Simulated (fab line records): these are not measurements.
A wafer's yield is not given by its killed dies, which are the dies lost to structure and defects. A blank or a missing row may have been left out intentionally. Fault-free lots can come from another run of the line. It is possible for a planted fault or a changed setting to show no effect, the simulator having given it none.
8D (eight disciplines) problem report, filled in by code -- flow gf180mcu -- the parts of the form that need people (team, actions taken, sign-off) are left out

1. WHAT IS WRONG
Wafers without a fault read 0.592 a.u., standard deviation 0.0048; oesProductAu at GF_PSD_STRIP_10 reads a mean of 0.546 a.u. on 6 wafers belonging to 2 lots. Measured from the usual mean, that is -9.5 standard deviations.
The step: strips in O2/N2.
First seen on wafer L714.3, day 17 19:56, on plasmaAsher-04. At this step, 39 wafers from 13 lots have a number in the record. Rule for "out", or "out of limits": more than 4 standard deviations from the usual mean. Any other wafer with a number is counted as sound.

2. WHAT IT IS, WHAT IT ISN'T
question,is,is not
which readings at this step,oesProductAu,"drypumpMotorCurrentA, heaterPowerW, stripTimeToEndpointS"
which lots,"L714, L715","L704, L705, L707, L708, L710, L720, L723, L724, L725, L726, L727"
which wafers of those lots,all that have a number,-
read on which tools,plasmaAsher-04,"plasmaAsher-01, plasmaAsher-03"
when,from day 17 19:56,"up to then (15 sound wafers); but 18 sound wafers of L720, L723, L724, L725, L726, L727 came after"

3. SUSPECTS, AND WHAT RULES EACH OUT
Counting: a tool stays on the suspect list if, at a process step up to the reading, it processed all lots that are out and no sound lot following the first of them.
- plasmaAsher-04 at GF_PSD_STRIP_10 (strips in O2/N2): kept. Every lot that is out went through it, starting with L714 (day 17 19:56), and after that it ran no sound lot; the last sound lot it ran before then is L710 (day 16 05:11). On those wafers its own readings are out: oesProductAu.
After counting, what remains is plasmaAsher-04 at GF_PSD_STRIP_10.

4. THE CAUSE (what the simulator had put in)
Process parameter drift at GF_PSD_STRIP_10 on plasmaAsher-04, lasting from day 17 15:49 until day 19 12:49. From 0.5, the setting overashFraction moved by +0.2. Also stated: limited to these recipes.
Only this tool survived the counting.

5. SEQUENCE OF EFFECTS, ordered by route
Rows list readings where the struck wafers' mean (over those with a number) sits beyond 3 standard deviations from the usual. Only readings whose record carries a usual standard deviation are examined. hours: median over the lots of the time between each lot's start at the first step of this table that gives one and its start at this step. sigmas: the change, counted in usual standard deviations.
hours,step,reading,usual,on struck wafers,change,sigmas
0,GF_PSD_STRIP_10,oesProductAu,0.592 a.u.,0.546,-0.045,-9.5
The process steps in it:
- GF_PSD_STRIP_10: strips in O2/N2.

6. WHAT WOULD HAVE CAUGHT IT SOONER
4 hours passed between the start of the fault at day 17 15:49 and the first reading out of limits in this record, taken at day 17 19:56.
